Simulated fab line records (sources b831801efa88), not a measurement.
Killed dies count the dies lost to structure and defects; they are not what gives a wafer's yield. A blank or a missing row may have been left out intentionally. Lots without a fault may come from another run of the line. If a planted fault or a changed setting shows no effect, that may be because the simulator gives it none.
A lot that was struck, set against a sound lot / flow gf180mcu / 41 out of 602 route steps
Sound: the wafers L779.1, L779.4, L779.5. Struck: wafers L788.1, L788.2, L788.5. The cause is named last.
At each step with rows: each side's tool, then ch and its chambers, then its first start. Under that, the readings that differ: sound wafers / struck wafers / difference of the means / sigmas: that difference in standard deviations of wafers without a fault.
alike: a reading whose means differ by less than 2 such deviations, as well as words and numbers matching on both sides. not compared: withheld readings; readings where some wafer has no value; bounds like >300 that might hide an equal value; numbers whose values overlap and for which the record gives no deviation.
Wherever a step has rows on one side only, a row that says differs or no value, or a row with sigmas, the two part there. Non-overlapping numbers with no deviation appear without sigmas and do not part them. A reading missing from all wafers of one side parts the sides only when that side holds two or more wafers.

GF_V4_RS_MEAS_24: the measuring method here is four-point-probe.
  sound on film metro-01 at day 27 19:17; struck on film metro-01 at day 30 10:27
  alike: V4_W_RS
GF_V4_THK_MEAS_25: measures by xrf.
  sound on film metro-01 at day 27 19:24; struck on film metro-01 at day 30 10:34
  alike: V4_W_THK
then, 2 steps without rows for these wafers: GF_V4_CMP_26 (polishes, stops on SiO2, t overpolish 15 s, target thk 0 nm); GF_MIM_SPUTTER_00 (material Ti, target thk 37.5 nm, time 150 s).
GF_MIM_SPUTTER_01: material TiN, target thk 30 nm, time 25 s.
  sound on pvd sputter-01 at day 27 19:52; struck on pvd sputter-02 at day 30 11:02
  alike: cathode dc power W, throttle valve pct
GF_MIM_SPUTTER_02: material AlCu, target thk 450 nm, time 23.9 s.
  sound on pvd sputter-01 at day 27 19:53; struck on pvd sputter-02 at day 30 11:04
  alike: cathode dc power W, throttle valve pct
then, 2 steps without rows for these wafers: GF_MIM_SPUTTER_03 (material Ti, target thk 10 nm, time 6.7 s); GF_MIM_SPUTTER_04 (material TiN, target thk 50 nm, time 41.7 s).
GF_MIM_CVD_05: deposits Si3N4, target thk 42 nm, time 29.086 s.
  sound on pecvd-03 ch 1,2, day 27 19:59; struck on pecvd-01 ch 0,1,2, day 30 11:09
  alike: heater power w
GF_MIM_THK_MEAS_06:
  sound on film metro-01 at day 27 20:01; struck on film metro-01 at day 30 11:11
  alike: MIM_CVD_05_THK
then, 2 steps without rows for these wafers: GF_MIM_SPUTTER_07 (material TiN, target thk 60 nm, time 50 s); GF_MIM_SPUTTER_08 (material AlCu, target thk 200 nm, time 10.6 s).
GF_MIM_SPUTTER_09: material TiN, target thk 35 nm, time 29.2 s.
  sound on pvd sputter-02 at day 27 20:08; struck on pvd sputter-01 at day 30 11:19
reading=cathode dc power W (W); sound=6497.7 6499.7 6500.6; struck=7143.0 7140.7 7141.4; difference=+642.4; sigmas=+99 or more
reading=model.TiN_of_MIM_SPUTTER_09.thk nm (nm); sound=34.62 35.34 35.29; struck=38.06 38.1 38.08; difference=+3.00; sigmas=
  alike: throttle valve pct
GF_MIM_RS_MEAS_10: the measuring method here is four-point-probe.
  sound on film metro-04 at day 27 20:10; struck on film metro-04 at day 30 11:20
reading=MIM_ALCU_RS (ohm/sq); sound=0.1615 0.1616 0.1622; struck=0.1578 0.1585 0.1577; difference=-0.0038; sigmas=-2
GF_MIM_THK_MEAS_11: measures by xrf.
  sound on film metro-04 at day 27 20:17; struck on film metro-04 at day 30 11:28
  alike: MIM_ALCU_THK
then, 7 steps without rows for these wafers: GF_MIM_DEHYDRATE_12 (time 60 s); GF_MIM_HMDS_13 (prime time 60 s); GF_MIM_COAT_14 (resist thk 1000 nm); GF_MIM_SOFTBAKE_15 (time 60 s); GF_MIM_EXPOSE_16 (exposes mask FuseTop, target cd 2000 nm); GF_MIM_PEB_17; GF_MIM_DEVELOP_18 (develop time 60 s).
GF_MIM_METAL_ETCH_19: etches the open film in Cl2/BCl3, stops on Si3N4, target depth 324.5 nm, time 54.1 s.
  sound on rie metal-01 ch 0,1, day 28 15:16; struck on rie metal-02 ch 0,1, day 31 05:14
reading=oes product au (a.u.); sound=0.941 0.943 0.947; struck=0.956 0.964 0.956; difference=+0.015; sigmas=+3
  alike: drypump motor current A, throttle valve pct
  not compared: rf hours counter h
GF_MIM_STRIP_20: strips in O2/N2.
  sound on plasma asher-03 ch 0, day 28 15:20; struck on plasma asher-01 ch 0,1, day 31 05:18
  alike: drypump motor current A, heater power w, n2 flow sccm, oes product au, strip time to endpoint s
  not compared: rf hours counter h
then, 9 steps without rows for these wafers: GF_MIM_STRIP_21 (strips in post etch residue remover, time 1200 s); GF_MIM_CLEAN_22 (cleans in DIW); GF_M5_DEHYDRATE_00 (time 60 s); GF_M5_HMDS_01 (prime time 60 s); GF_M5_COAT_02 (resist thk 1000 nm); GF_M5_SOFTBAKE_03 (time 60 s); GF_M5_EXPOSE_04 (exposes mask Metal5, target cd 280 nm); GF_M5_PEB_05 (peb time 90 s); GF_M5_DEVELOP_06 (develop time 60 s).
GF_M5_CD_MEAS_07: the cd target is 280 nm.
  sound on cd sem-02 at day 29 11:28; struck on cd sem-01 at day 31 23:10
  alike: cd nm
GF_M5_OVL_MEAS_08:
  sound on overlay-01 at day 29 11:35; struck on overlay-01 at day 31 23:17
  alike: M5_OVL
then, 3 steps without rows for these wafers: GF_M5_ETCH_09 (etches Si3N4 in CF4/O2, target depth 52 nm, time 11.6 s); GF_M5_METAL_ETCH_10 (etches the open film in Cl2/BCl3, stops on SiO2, target depth 750.8 nm, time 125.1 s); GF_M5_STRIP_11 (strips in O2/N2).
GF_M5_STRIP_12: strips in post etch residue remover, time 1200 s.
  sound on wet bench-04 ch 3, day 29 11:52; struck on wet bench-02 ch 2, day 31 23:34
reading=model.TiN_of_MIM_SPUTTER_09.thk nm (nm); sound=33.8 34.51 34.46; struck=37.22 37.26 37.25; difference=+2.99; sigmas=
then, 2 steps without rows for these wafers: GF_M5_CLEAN_13 (cleans in DIW); GF_PASSIVATION_PROBE_99.

WHERE THEY PART
At GF_MIM_SPUTTER_09 first; at GF_MIM_METAL_ETCH_19 last (within this record only). Later steps at which nothing parts them and some readings are alike: GF_MIM_STRIP_20, GF_M5_CD_MEAS_07, GF_M5_OVL_MEAS_08.

WHY: whatever the simulator had introduced
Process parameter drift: pvd sputter-01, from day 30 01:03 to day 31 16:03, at GF_MIM_SPUTTER_09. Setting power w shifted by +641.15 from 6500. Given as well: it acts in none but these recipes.
